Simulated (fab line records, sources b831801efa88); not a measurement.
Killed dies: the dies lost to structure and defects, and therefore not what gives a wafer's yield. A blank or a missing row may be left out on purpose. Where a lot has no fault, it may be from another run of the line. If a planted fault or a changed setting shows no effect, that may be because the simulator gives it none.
Matching of chambers | flow gf180mcu | GF_V4_CVD_02 on pecvd-04 has 3 sister chambers
The step deposits SiO2 from TEOS, target thk 850 nm, time 94.851 s. 3 wafers are shown with their chamber, then 7 later ones without.

WAFERS PAIRED WITH THEIR CHAMBERS
wafer  | chamber | heater-power-w (W)
L590.2 | 2       | 629
L591.1 | 0       | 678
L591.3 | 1       | 888

WAFERS MISSING THEIR CHAMBER
wafer  | heater-power-w (W)
L591.6 | 718
L593.1 | 813
L593.2 | 620
L593.4 | 489
L595.1 | 751
L595.2 | 687
L595.3 | 525

CHAMBER TAKEN BY EACH
wafer  | from the rows above          | in truth
L591.6 | can't be placed: 0 or 2 or 1 | 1
L593.1 | can't be placed: 1 or 0 or 2 | 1
L593.2 | can't be placed: 2 or 0      | 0
L593.4 | can't be placed: 2 or 0      | 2
L595.1 | can't be placed: 0 or 2 or 1 | 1
L595.2 | can't be placed: 0 or 2      | 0
L595.3 | can't be placed: 2 or 0      | 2
0 of 7 placed correctly. From these rows, 7 cannot be placed; in 7 the true chamber is one of the candidates. Number placed wrongly: 0.
How it was worked out, from the rows above alone: a wafer's distance from a chamber is the root of the sum, over the readings, of the square of ((its reading less the chamber's mean) divided by the reading's scatter). The wafer belongs to the nearest chamber; if the next one is less than 2 further off, it can't be placed. A chamber's mean is the mean of its shown wafers. The scatter (one wafer shown for each chamber): square how far every hidden wafer sits from the nearest shown wafer, average those squares and take the square root.
